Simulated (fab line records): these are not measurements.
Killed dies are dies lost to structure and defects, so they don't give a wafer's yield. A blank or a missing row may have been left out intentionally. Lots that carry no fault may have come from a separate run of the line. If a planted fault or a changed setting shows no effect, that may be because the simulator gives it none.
fab line records -- flow sky130
[record] lots = 6, wafers = 18, last_day = 50
route steps=708 shown LDD_P@257 LDD_HVN@267 LDD_HVP@278
lots with no fault: from the same line, run without faults
start_h: the number of hours between the record's first day and the start of the first shown wafer of the lot -- wait_h: time in hours since the lot's previous step -- " repeats the value in the row above -- L1.1+2: several wafers, shown together as one row -- - value missing, or start not given -- * or withheld: withheld -- < > ~ a bound
route shown NAME@n: NAME is a module with steps in the file, n the number in the route of the first one -- usual: the fault-free wafers' mean and standard deviation -- same: alike in all rows -- chamber/n: place in a boat -- sites: readings site by site -- _std_site: their standard deviation -- _edge_site: inner sites' mean taken away from outer sites' mean -- radius_mm: for every site, how far away it sits from the centre of the wafer -- mask NAME#n: copy n -- behind: tool/chamber where the wafer was last shaped -- hold: why the lot was held/for how many hours/how that ended -- device: the n, p or np transistor that did not switch -- end of line: the same wafers' tests at the end of the route -- a step with no rows: only its recipe -- killed: the dies lost at the first sort to structure and to defects; this is not the yield of the wafer -- map: a wafer's dies, marking killed ones x, the rest . and places with no die _
set.NAME: the setting the step ran with; set.NAME@STEP: the setting that earlier step ran with -- model.NAME: the simulator's own value behind a step, which no gauge read
lots at some steps of the route; a table a step, a row a wafer
services: the hour from which a tool's chamber was out of use, counted from the record's first day as start_h (under 0 if before that day), plus the number of hours and why
[[steps]]
[step SKY_LDD_P_COAT_02]
[recipe] resist = NOVOLAK, spin_rpm = 3000, resist_thk_nm = 1140
[step SKY_LDD_P_SOFTBAKE_03]
[recipe] temp_c = 90, time_s = 60, resist = NOVOLAK
[step SKY_LDD_P_EXPOSE_04]
[recipe] mask_id = PSDM, na = 0.6, source_shape = conventional, sigma_outer = 0.6, polarization = unpolarized, target_cd_nm = 380, dose_mj = 138
[step SKY_LDD_P_PEB_05]
[recipe] temp_c = withheld, time_s = *, resist = NOVOLAK
[step SKY_LDD_P_DEVELOP_06]
[recipe] resist = NOVOLAK, developer = TMAH, develop_time_s = 60, dev_temp_c = 23
[step SKY_LDD_P_CD_MEAS_07]
[recipe] target_cd_nm = 380
[usual] cd_nm = 380/3.2
lot.wafer,tool,chamber,start_h,wait_h,cd_nm
L613.1,cd_sem-02,-,458.51,0.1,383
L613.3,cd_sem-02,-,458.51,0.1,382
L613.4,cd_sem-02,-,458.51,0.1,383
L617.3,cd_sem-01,-,497.70,0.1,379
L617.4,cd_sem-01,-,497.70,0.1,379
L617.5,cd_sem-01,-,497.70,0.1,381
L628.2,cd_sem-02,-,586.46,0.1,376
L628.5,cd_sem-02,-,586.46,0.1,376
L628.6,cd_sem-02,-,586.46,0.1,378
L630.1,cd_sem-02,-,609.89,0.1,383
L630.3,cd_sem-02,-,609.89,0.1,381
L630.5,cd_sem-02,-,609.89,0.1,382
L631.1,cd_sem-01,-,615.54,0.1,385
L631.2,cd_sem-01,-,615.54,0.1,385
L631.6,cd_sem-01,-,615.54,0.1,383
L633.1,cd_sem-02,-,627.69,0.1,382
L633.2,cd_sem-02,-,627.69,0.1,380
L633.6,cd_sem-02,-,627.69,0.1,379
[step SKY_LDD_P_OVL_MEAS_08]
[usual] LDD_P_OVL = -0.9/1.5
lot.wafer,tool,chamber,start_h,wait_h,LDD_P_OVL[nm]
L613.1,overlay-02,-,458.63,0.1,-3.3
L613.3,overlay-02,-,458.63,0.1,-2.0
L613.4,overlay-02,-,458.63,0.1,-2.0
L617.3,overlay-01,-,497.79,0.1,0.4
L617.4,overlay-01,-,497.79,0.1,0.1
L617.5,overlay-01,-,497.79,0.1,-1.2
L628.2,overlay-01,-,586.57,0.1,-0.9
L628.5,overlay-01,-,586.57,0.1,-1.6
L628.6,overlay-01,-,586.57,0.1,-2.5
L630.1,overlay-02,-,610.01,0.1,1.3
L630.3,overlay-02,-,610.01,0.1,0.2
L630.5,overlay-02,-,610.01,0.1,2.2
L631.1,overlay-01,-,615.66,0.1,-0.5
L631.2,overlay-01,-,615.66,0.1,-0.2
L631.6,overlay-01,-,615.66,0.1,0.2
L633.1,overlay-02,-,627.81,0.1,-1.4
L633.2,overlay-02,-,627.81,0.1,-0.2
L633.6,overlay-02,-,627.81,0.1,-1.3
[step SKY_LDD_P_IMPLANT_09]
[recipe] species = BF2, energy_kev = 25, dose_cm2 = 1e+13, tilt_deg = withheld
[step SKY_LDD_P_STRIP_10]
[recipe] chemistry = O2/N2, power_w = 1400, pressure_mtorr = 1500, platen_temp_c = withheld, o2_flow_sccm = 3000, n2_flow_sccm = 300, overash_fraction = 0.5
[usual] drypump_motor_current_A = 5.7/0.37, oes_product_au = 0.716/0.0047, strip_time_to_endpoint_s = 14.19/0.052
lot.wafer,tool,chamber,start_h,wait_h,drypump_motor_current_A,oes_product_au,rf_hours_counter_h,strip_time_to_endpoint_s
L613.1,plasma_asher-04,1,458.82,0.1,5.9,0.717,77,14.14
L613.3,plasma_asher-04,1,458.82,0.1,5.9,0.716,-,14.15
L613.4,plasma_asher-04,0,458.82,0.1,6.2,0.721,-,14.18
L617.3,plasma_asher-01,1,498.00,0.1,5.1,0.719,-,14.20
L617.4,plasma_asher-01,0,498.00,0.1,5.8,0.715,-,14.20
L617.5,plasma_asher-01,1,498.00,0.1,5.2,0.719,-,14.20
L628.2,plasma_asher-01,0,586.75,0.1,5.8,0.717,74,14.23
L628.5,plasma_asher-01,1,586.75,0.1,5.1,0.717,-,14.23
L628.6,plasma_asher-01,0,586.75,0.1,5.8,0.726,-,14.19
L630.1,plasma_asher-03,0,610.20,0.1,5.6,0.721,17,14.23
L630.3,plasma_asher-03,1,610.20,0.1,6.1,0.719,-,14.21
L630.5,plasma_asher-03,1,610.20,0.1,6.0,0.716,-,14.25
L631.1,plasma_asher-01,0,615.85,0.1,5.8,0.719,77,14.11
L631.2,plasma_asher-01,1,615.85,0.1,5.2,0.713,77,14.11
L631.6,plasma_asher-01,0,615.85,0.1,5.8,0.709,-,14.15
L633.1,plasma_asher-03,1,628.00,0.1,6.0,0.713,19,14.27
L633.2,plasma_asher-03,0,628.00,0.1,5.6,0.716,19,14.20
L633.6,plasma_asher-03,1,628.00,0.1,6.1,0.719,-,14.21
[step SKY_LDD_P_TW_MEAS_11]
[usual] LDD_P_TW = 629/5.1
lot.wafer,tool,chamber,start_h,wait_h,LDD_P_TW
L613.1,film_metro-04,-,458.92,0.1,634
L613.3,film_metro-04,-,458.92,0.1,638
L613.4,film_metro-04,-,458.92,0.1,636
L617.3,film_metro-02,-,498.09,0.1,620
L617.4,film_metro-02,-,498.09,0.1,620
L617.5,film_metro-02,-,498.09,0.1,622
L628.2,film_metro-01,-,586.86,0.1,629
L628.5,film_metro-01,-,586.86,0.1,633
L628.6,film_metro-01,-,586.86,0.1,634
L630.1,film_metro-01,-,610.30,0.1,632
L630.3,film_metro-01,-,610.30,0.1,633
L630.5,film_metro-01,-,610.30,0.1,631
L631.1,film_metro-01,-,615.95,0.1,629
L631.2,film_metro-01,-,615.95,0.1,628
L631.6,film_metro-01,-,615.95,0.1,629
L633.1,film_metro-04,-,628.10,0.1,634
L633.2,film_metro-04,-,628.10,0.1,632
L633.6,film_metro-04,-,628.10,0.1,635
[step SKY_LDD_HVN_DEHYDRATE_00]
[recipe] temp_c = 200, time_s = 60
[step SKY_LDD_HVN_HMDS_01]
[recipe] prime_time_s = 60, prime_temp_c = 120
[step SKY_LDD_HVN_COAT_02]
[recipe] resist = NOVOLAK, spin_rpm = 3000, resist_thk_nm = 300
[usual] chill_plate_temp_C = 22.98/0.12, dispense_pressure_kPa = 52.5/2.3
lot.wafer,tool,chamber,start_h,wait_h,chill_plate_temp_C,dispense_pressure_kPa
L613.1,litho_track-01,0,473.73,0.1,23.03,53.0
L613.3,litho_track-01,0,473.73,0.1,22.95,53.0
L613.4,litho_track-01,0,473.73,0.1,23.01,53.0
L617.3,litho_track-02,0,512.89,0.1,23.06,49.6
L617.4,litho_track-02,0,512.89,0.1,23.00,49.6
L617.5,litho_track-02,0,512.89,0.1,22.93,49.6
L628.2,litho_track-04,-,601.28,0.1,-,-
L628.5,litho_track-04,-,601.28,0.1,-,-
L628.6,litho_track-04,-,601.28,0.1,-,-
L630.1,litho_track-01,-,624.87,0.1,-,-
L630.3,litho_track-01,-,624.87,0.1,-,-
L630.5,litho_track-01,-,624.87,0.1,-,-
L631.1,litho_track-02,0,629.84,0.1,22.98,49.5
L631.2,litho_track-02,0,629.84,0.1,22.88,49.6
L631.6,litho_track-02,0,629.84,0.1,22.96,49.6
L633.1,litho_track-02,0,642.14,0.1,23.06,49.5
L633.2,litho_track-02,0,642.14,0.1,22.96,49.5
L633.6,litho_track-02,0,642.14,0.1,22.98,49.6
[step SKY_LDD_HVN_SOFTBAKE_03]
[recipe] temp_c = 90, time_s = 60, resist = NOVOLAK
[step SKY_LDD_HVN_EXPOSE_04]
[recipe] mask_id = HVNTM, na = 0.6, source_shape = conventional, sigma_outer = 0.6, polarization = unpolarized, target_cd_nm = 700, dose_mj = 127
[step SKY_LDD_HVN_PEB_05]
[recipe] temp_c = withheld, time_s = *, resist = NOVOLAK
[step SKY_LDD_HVN_DEVELOP_06]
[recipe] resist = NOVOLAK, developer = TMAH, develop_time_s = 60, dev_temp_c = 23
[step SKY_LDD_HVN_OVL_MEAS_07]
[usual] LDD_HVN_OVL = -0.1/1.3
lot.wafer,tool,chamber,start_h,wait_h,LDD_HVN_OVL[nm]
L613.1,overlay-01,-,489.46,0.1,1.6
L613.3,overlay-01,-,489.46,0.1,1.4
L613.4,overlay-01,-,489.46,0.1,0.8
L617.3,overlay-02,-,528.07,0.1,2.2
L617.4,overlay-02,-,528.07,0.1,-0.2
L617.5,overlay-02,-,528.07,0.1,2.2
L628.2,overlay-02,-,616.27,0.1,-
L628.5,overlay-02,-,616.27,0.1,-
L628.6,overlay-02,-,616.27,0.1,-
L630.1,overlay-01,-,638.97,0.1,-
L630.3,overlay-01,-,638.97,0.1,-
L630.5,overlay-01,-,638.97,0.1,-
L631.1,overlay-01,-,643.71,0.1,0.2
L631.2,overlay-01,-,643.71,0.1,1.8
L631.6,overlay-01,-,643.71,0.1,1.0
L633.1,overlay-01,-,656.29,0.1,-0.8
L633.2,overlay-01,-,656.29,0.1,-2.2
L633.6,overlay-01,-,656.29,0.1,-0.5
[step SKY_LDD_HVN_IMPLANT_08]
[recipe] species = P, energy_kev = 60, dose_cm2 = 3e+13, tilt_deg = 40
[step SKY_LDD_HVN_STRIP_09]
[recipe] chemistry = O2/N2, power_w = 1400, pressure_mtorr = 1500, platen_temp_c = withheld, o2_flow_sccm = 3000, n2_flow_sccm = 300, overash_fraction = 0.5
[usual] drypump_motor_current_A = 5.92/0.28, oes_product_au = 0.408/0.0052, strip_time_to_endpoint_s = 4.136/0.015
lot.wafer,tool,chamber,start_h,wait_h,drypump_motor_current_A,oes_product_au,rf_hours_counter_h,strip_time_to_endpoint_s
L613.1,plasma_asher-04,0,489.65,0.1,6.25,0.418,80,4.147
L613.3,plasma_asher-04,0,489.65,0.1,6.22,0.401,-,4.125
L613.4,plasma_asher-04,1,489.65,0.1,5.94,0.406,-,4.136
L617.3,plasma_asher-02,1,528.28,0.1,6.15,0.410,-,4.108
L617.4,plasma_asher-02,0,528.28,0.1,5.52,0.402,-,4.105
L617.5,plasma_asher-02,1,528.28,0.1,6.15,0.413,-,4.140
L628.2,plasma_asher-03,0,616.45,0.1,5.53,-,18,-
L628.5,plasma_asher-03,0,616.45,0.1,5.52,-,-,-
L628.6,plasma_asher-03,1,616.45,0.1,6.08,-,-,-
L630.1,plasma_asher-04,0,639.16,0.1,6.25,-,94,-
L630.3,plasma_asher-04,0,639.16,0.1,6.26,-,-,-
L630.5,plasma_asher-04,1,639.16,0.1,5.92,-,-,-
L631.1,plasma_asher-03,0,643.90,0.1,5.51,0.413,21,4.147
L631.2,plasma_asher-03,1,643.90,0.1,6.06,0.403,21,4.153
L631.6,plasma_asher-03,0,643.90,0.1,5.56,0.406,-,4.149
L633.1,plasma_asher-04,0,656.48,0.1,6.25,0.402,96,4.141
L633.2,plasma_asher-04,1,656.48,0.1,5.94,0.409,96,4.130
L633.6,plasma_asher-04,1,656.48,0.1,5.92,0.401,-,4.156
[step SKY_LDD_HVN_TW_MEAS_10]
[usual] LDD_HVN_TW = 1427/24
lot.wafer,tool,chamber,start_h,wait_h,LDD_HVN_TW
L613.1,film_metro-03,-,489.75,0.1,1464
L613.3,film_metro-03,-,489.75,0.1,1471
L613.4,film_metro-03,-,489.75,0.1,1464
L617.3,film_metro-01,-,528.37,0.1,1420
L617.4,film_metro-01,-,528.37,0.1,1421
L617.5,film_metro-01,-,528.37,0.1,1425
L628.2,film_metro-03,-,616.56,0.1,1457
L628.5,film_metro-03,-,616.56,0.1,1456
L628.6,film_metro-03,-,616.56,0.1,1464
L630.1,film_metro-02,-,639.26,0.1,1405
L630.3,film_metro-02,-,639.26,0.1,1402
L630.5,film_metro-02,-,639.26,0.1,1403
L631.1,film_metro-02,-,644.00,0.1,1394
L631.2,film_metro-02,-,644.00,0.1,1400
L631.6,film_metro-02,-,644.00,0.1,1403
L633.1,film_metro-02,-,656.58,0.1,1408
L633.2,film_metro-02,-,656.58,0.1,1406
L633.6,film_metro-02,-,656.58,0.1,1410
[step SKY_LDD_HVP_DEHYDRATE_00]
[recipe] temp_c = 200, time_s = 60
[step SKY_LDD_HVP_HMDS_01]
[recipe] prime_time_s = 60, prime_temp_c = 120
[step SKY_LDD_HVP_COAT_02]
[recipe] resist = NOVOLAK, spin_rpm = 3000, resist_thk_nm = 300
[step SKY_LDD_HVP_SOFTBAKE_03]
[recipe] temp_c = 90, time_s = 60, resist = NOVOLAK
[step SKY_LDD_HVP_EXPOSE_04]
[recipe] mask_id = HVPTM, na = 0.6, source_shape = conventional, sigma_outer = 0.6, polarization = unpolarized, target_cd_nm = 700, dose_mj = 86
[step SKY_LDD_HVP_PEB_05]
[recipe] temp_c = withheld, time_s = *, resist = NOVOLAK
[step SKY_LDD_HVP_DEVELOP_06]
[recipe] resist = NOVOLAK, developer = TMAH, develop_time_s = 60, dev_temp_c = 23
[step SKY_LDD_HVP_OVL_MEAS_07]
[usual] LDD_HVP_OVL = 1.2/1.2
lot.wafer,tool,chamber,start_h,wait_h,LDD_HVP_OVL[nm]
L613.1,overlay-01,-,519.41,0.1,0.6
L613.3,overlay-01,-,519.41,0.1,1.3
L613.4,overlay-01,-,519.41,0.1,0.5
L617.3,overlay-02,-,558.40,0.1,0.0
L617.4,overlay-02,-,558.40,0.1,-0.9
L617.5,overlay-02,-,558.40,0.1,-0.5
L628.2,overlay-01,-,645.08,0.1,0.3
L628.5,overlay-01,-,645.08,0.1,1.2
L628.6,overlay-01,-,645.08,0.1,-1.1
L630.1,overlay-02,-,667.59,0.1,2.6
L630.3,overlay-02,-,667.59,0.1,0.8
L630.5,overlay-02,-,667.59,0.1,2.7
L631.1,overlay-02,-,672.99,0.1,2.2
L631.2,overlay-02,-,672.99,0.1,0.2
L631.6,overlay-02,-,672.99,0.1,0.1
L633.1,overlay-02,-,685.07,0.1,0.4
L633.2,overlay-02,-,685.07,0.1,0.9
L633.6,overlay-02,-,685.07,0.1,0.6
[step SKY_LDD_HVP_IMPLANT_08]
[recipe] species = B, energy_kev = 20, dose_cm2 = 1.7e+13, tilt_deg = 17.9
[step SKY_LDD_HVP_STRIP_09]
[recipe] chemistry = O2/N2, power_w = 1400, pressure_mtorr = 1500, platen_temp_c = withheld, o2_flow_sccm = 3000, n2_flow_sccm = 300, overash_fraction = 0.5
[usual] drypump_motor_current_A = 5.6/0.36, oes_product_au = 0.408/0.0046, strip_time_to_endpoint_s = 4.140/0.015
lot.wafer,tool,chamber,start_h,wait_h,drypump_motor_current_A,oes_product_au,rf_hours_counter_h,strip_time_to_endpoint_s
L613.1,plasma_asher-02,1,519.60,0.1,6.2,0.403,39,4.156
L613.3,plasma_asher-02,0,519.60,0.1,5.5,0.409,-,4.149
L613.4,plasma_asher-02,1,519.60,0.1,6.1,0.409,-,4.145
L617.3,plasma_asher-02,1,558.61,0.1,6.1,0.407,-,4.138
L617.4,plasma_asher-02,0,558.61,0.1,5.5,0.411,-,4.150
L617.5,plasma_asher-02,1,558.61,0.1,6.1,0.413,-,4.138
L628.2,plasma_asher-02,0,645.26,0.1,5.5,0.407,52,4.157
L628.5,plasma_asher-02,0,645.26,0.1,5.5,0.409,-,4.145
L628.6,plasma_asher-02,1,645.26,0.1,6.2,0.404,-,4.151
L630.1,plasma_asher-01,0,667.78,0.1,5.8,0.402,83,4.124
L630.3,plasma_asher-01,0,667.78,0.1,5.7,0.409,-,4.129
L630.5,plasma_asher-01,1,667.78,0.1,5.1,0.400,-,4.134
L631.1,plasma_asher-01,0,673.18,0.1,5.8,0.403,83,4.109
L631.2,plasma_asher-01,1,673.18,0.1,5.2,0.406,83,4.124
L631.6,plasma_asher-01,1,673.18,0.1,5.1,0.407,-,4.144
L633.1,plasma_asher-01,1,685.26,0.1,5.2,0.406,85,4.124
L633.2,plasma_asher-01,0,685.26,0.1,5.8,0.408,85,4.109
L633.6,plasma_asher-01,1,685.26,0.1,5.2,0.397,-,4.110
[step SKY_LDD_HVP_TW_MEAS_10]
[usual] LDD_HVP_TW = 455/7
lot.wafer,tool,chamber,start_h,wait_h,hold,LDD_HVP_TW
L613.1,film_metro-02,-,519.70,0.1,-,450
L613.3,film_metro-02,-,519.70,0.1,-,447
L613.4,film_metro-02,-,519.70,0.1,-,446
L617.3,film_metro-04,-,558.70,0.1,-,452
L617.4,film_metro-04,-,558.70,0.1,-,454
L617.5,film_metro-04,-,558.70,0.1,-,452
L628.2,film_metro-03,-,645.37,0.1,await_dispo/0.2h/release,1467
L628.5,film_metro-03,-,645.37,0.1,await_dispo/0.2h/release,1462
L628.6,film_metro-03,-,645.37,0.1,await_dispo/0.2h/release,1466
L628.2,film_metro-03,-,645.60,0.2,-,1470
L628.5,film_metro-03,-,645.60,0.2,-,1468
L628.6,film_metro-03,-,645.60,0.2,-,1469
L630.1,film_metro-04,-,667.88,0.1,await_dispo/0.2h/release,1444
L630.3,film_metro-04,-,667.88,0.1,await_dispo/0.2h/release,1439
L630.5,film_metro-04,-,667.88,0.1,await_dispo/0.2h/release,1446
L630.1,film_metro-04,-,668.10,0.2,-,1447
L630.3,film_metro-04,-,668.10,0.2,-,1437
L630.5,film_metro-04,-,668.10,0.2,-,1447
L631.1,film_metro-04,-,673.28,0.1,-,450
L631.2,film_metro-04,-,673.28,0.1,-,453
L631.6,film_metro-04,-,673.28,0.1,-,450
L633.1,film_metro-03,-,685.36,0.1,-,462
L633.2,film_metro-03,-,685.36,0.1,-,460
L633.6,film_metro-03,-,685.36,0.1,-,459
[[services]]
tool,chamber,start_h,hours,kind
plasma_asher-01,-,526.97,2.2,repair
plasma_asher-03,-,572.16,2.1,repair
plasma_asher-02,-,574.84,2.2,repair
plasma_asher-04,-,601.37,9.2,pm
plasma_asher-03,-,602.22,2.1,repair
plasma_asher-04,-,664.44,42.7,repair
[[key]]
[first_sign] step = SKY_LDD_HVN_COAT_02, reading = tool_record, direction = missing
[effect] step = SKY_LDD_HVN_OVL_MEAS_07, reading = LDD_HVN_OVL, direction = missing
[effect] step = SKY_LDD_HVP_TW_MEAS_10, reading = visit, direction = added
[effect] step = SKY_LDD_HVP_TW_MEAS_10, reading = LDD_HVP_TW, direction = up, sigmas = 99+, usual = 455, struck = 1454
met_at SKY_LDD_HVN_COAT_02
struck_wafers L628.2,L628.5,L628.6,L630.1,L630.3,L630.5
scrapped_behind SKY_LDD_HVP_TW_MEAS_10 L628.2,L628.5,L628.6,L630.1,L630.3,L630.5
onset_between 473.73 601.28
[fault] kind = skipped_step_whole, tool = litho_track-01,litho_track-04, chamber = -, onset_h = 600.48, steps = SKY_LDD_HVN_COAT_02, scope = struck_lots_only
